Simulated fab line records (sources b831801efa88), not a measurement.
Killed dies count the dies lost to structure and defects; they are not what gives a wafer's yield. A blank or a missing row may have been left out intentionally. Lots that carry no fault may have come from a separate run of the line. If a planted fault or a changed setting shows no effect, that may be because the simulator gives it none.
Which tool is to blame?    flow gf180mcu    7 lots, 21 wafers sampled, at 2 steps of a route of 602

WHAT THE GAUGES READ, wafer by wafer
GF_LVPWELL_OVL_MEAS_07.
lot   measured     on          LVPWELL_OVL (nm)
L243  day 4 06:37  overlay-01  0.0 -0.7 -0.2
L245  day 4 15:25  overlay-01  1.9 1.3 1.3
L248  day 5 05:38  overlay-02  -0.2 -0.1 0.7
L250  day 5 18:23  overlay-01  0.7 0.7 0.6
L254  day 6 19:24  overlay-01  -1.5 -0.3 0.3
L257  day 7 10:22  overlay-01  -103.5 -102.7 -104.1
L260  day 8 04:04  overlay-01  -0.2 -0.1 0.1

WHICH TOOL RAN EACH LOT (tool, then ch and the chambers of the sampled wafers, then the start)
lot   GF_LVPWELL_EXPOSE_04
L243  iline stepper-01 ch 0, day 4 00:15
L245  iline stepper-01 ch 0, day 4 08:32
L248  iline stepper-01 ch 0, day 4 23:30
L250  iline stepper-01 ch 0, day 5 11:26
L254  iline stepper-01 ch 0, day 6 11:59
L257  iline stepper-02 ch 0, day 7 02:58
L260  iline stepper-01 ch 0, day 7 20:27
- GF_LVPWELL_EXPOSE_04: exposes mask LVPWELL, target cd 600 nm.

THE ANSWER, worked out from the rows above alone
Rule: usual is defined by the lots themselves. The widest of any qualifying gaps counts: lots, ordered by their means at a reading, are off when they make up no more than a third of the lots, leave a main group of 4 or more, and stand apart from it by 3 or more times the standard deviation of that group's means. The tables above print the reading to a certain number of digits; a main group whose means all agree to those digits is not used. Also off: a lot with no number at a reading for which 4 or more lots have one. The other lots that the step has rows for count as sound.
Off: L257, at GF_LVPWELL_OVL_MEAS_07 (LVPWELL_OVL). The main group: mean 0.2 nm, standard deviation 0.67.
If a tool, at a process step before that reading, ran all the lots that are off and no sound lot after the first of them, it fits. The gauges at GF_LVPWELL_OVL_MEAS_07 are tried like those tools. One fits: GF_LVPWELL_EXPOSE_04 on iline stepper-02. It ran no sound lot before its first lot that is off in this sample, so the start can't be narrowed down.

WHAT THE SIMULATOR HAD PUT IN
Scanner matching overlay: iline stepper-02, from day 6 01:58 on, at GF_LVPWELL_EXPOSE_04. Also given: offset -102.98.
Struck lots among those shown: L257. The rule above reached the same finding.
